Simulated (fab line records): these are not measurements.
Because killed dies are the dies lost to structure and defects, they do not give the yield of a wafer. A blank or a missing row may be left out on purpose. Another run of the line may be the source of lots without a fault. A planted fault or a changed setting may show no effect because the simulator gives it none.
Comparing a struck lot with a sound one || flow sky130 || 15 out of 708 route steps
Sound: the wafers L135.1, L135.3, L135.5. Struck: wafer L133.4 (left out: L133.6, a lot-mate that was not struck); the cause follows at the end.
Order at every step that has rows: each side's tool, ch and its chambers, its first start. Under that, the readings that differ: sound wafers || struck wafers || difference of the means || sigmas: that difference in standard deviations of wafers without a fault.
alike: same words and numbers on both sides, and readings whose means sit less than 2 such deviations apart. not compared: any withheld reading, any reading some wafer has no value for, any bound like >300 that may hide the same value, and any number with overlapping values for which the record gives no deviation.
Wherever a step has rows on one side only, a row that says differs or no value, or a row with sigmas, the two part there. Numbers that don't overlap but have no deviation are shown without sigmas and don't part them. A reading that every wafer of one side lacks parts them only if that side has two wafers or more.

SKY_POLY_GATE_OVL_MEAS_14:
  sound: overlay-01 at day 21 04:05; struck: overlay-01 at day 20 14:38
{"reading": "POLY_GATE_OVL (nm)", "sound": "10 6 10", "struck": -3, "difference": -12, "sigmas": -2}
SKY_POLY_GATE_ETCH_15: etches BARC in N2/H2, stops on SiO2, time 118.5 s, target depth 110 nm.
  sound on rie_diel-04 ch 0,2, day 21 04:07; struck on rie_diel-01 ch 1, day 20 14:39
{"reading": "throttle_valve_pct (%)", "sound": "13.201 13.205 13.207", "struck": 13.227, "difference": "+0.023", "sigmas": "+3"}
  alike: drypump_motor_current_A, oes_product_au
  not compared: rf_hours_counter_h
SKY_POLY_GATE_ETCH_16: etches Si3N4 in CH3F/O2, stops on poly-Si, time 147.5 s, target depth 75 nm.
  sound on rie_diel-04 ch 0,2, day 21 04:11; struck on rie_diel-01 ch 1, day 20 14:44
  alike: drypump_motor_current_A, oes_product_au, throttle_valve_pct
  not compared: rf_hours_counter_h
SKY_POLY_GATE_ETCH_17: etches poly-Si in HBr/Cl2, stops on SiO2, target depth 180 nm, time 70.5 s.
  sound on rie_si-01 ch 1,2,3, day 21 04:17; struck on rie_si-01 ch 3, day 20 14:50
  alike: drypump_motor_current_A, oes_product_au, throttle_valve_pct
  not compared: rf_hours_counter_h
SKY_POLY_GATE_STRIP_18: strips in O2/N2.
  sound on plasma_asher-02 ch 0, day 21 04:21; struck on plasma_asher-01 ch 1, day 20 14:55
{"reading": "oes_product_au (a.u.)", "sound": "0.364 0.367 0.370", "struck": 0.355, "difference": -0.012, "sigmas": -2}
  alike: drypump_motor_current_A, strip_time_to_endpoint_s
  not compared: rf_hours_counter_h
then, 2 steps without rows for these wafers: SKY_POLY_GATE_CLEAN_19 (cleans in SC1/SC2, time 150 s); SKY_POLY_GATE_OXIDATION_20 (stabilise 600 s, purge 300 s, target thk 4 nm).
SKY_POLY_GATE_THK_MEAS_21:
  sound: film_metro-04 at day 21 05:45; struck: film_metro-02 at day 20 16:19
  alike: POLY_GATE_OXIDATION_THK
SKY_POLY_GATE_CD_MEAS_22:
  sound: cd_sem-01 at day 21 05:49; struck: cd_sem-02 at day 20 16:26
  alike: cd_nm
then, 3 steps without rows for these wafers: SKY_LDD_N_DEHYDRATE_00 (time 60 s); SKY_LDD_N_HMDS_01 (prime time 60 s); SKY_LDD_N_COAT_02 (resist thk 300 nm).
SKY_LDD_N_SOFTBAKE_03: time 60 s.
  sound on litho_track-03 ch 0, day 21 21:04; struck on litho_track-04 ch 0, day 21 07:39
{"reading": "run_length_s (s)", "sound": "88.81 88.98 88.78", "struck": 91.18, "difference": "+2.32", "sigmas": "+15"}
then, 1 step without rows for these wafers: SKY_LDD_N_EXPOSE_04 (exposes mask NTM, target cd 840 nm).
-- a jump in the record: the struck wafers' starts before and after are 28 days apart (it breaks off in module LDD_N and resumes in module PAD_OPEN, where the first step shown is number 708 of the route) --
SKY_PAD_OPEN_PROBE_99:
  sound: prober-01 at day 49 01:42; struck: prober-01 at day 48 20:33
  alike: killed_at_M0_to_M3, killed_at_M4_up, killed_at_contacts, killed_at_front_end, killed_at_other, killed_dies, killed_on_rim, killed_open, killed_short

## WHERE THEY PART
Earliest at SKY_POLY_GATE_OVL_MEAS_14; latest, in this record, at SKY_LDD_N_SOFTBAKE_03. Later steps at which nothing parts them and some readings are alike: SKY_PAD_OPEN_PROBE_99.

WHY: the cause the simulator had injected
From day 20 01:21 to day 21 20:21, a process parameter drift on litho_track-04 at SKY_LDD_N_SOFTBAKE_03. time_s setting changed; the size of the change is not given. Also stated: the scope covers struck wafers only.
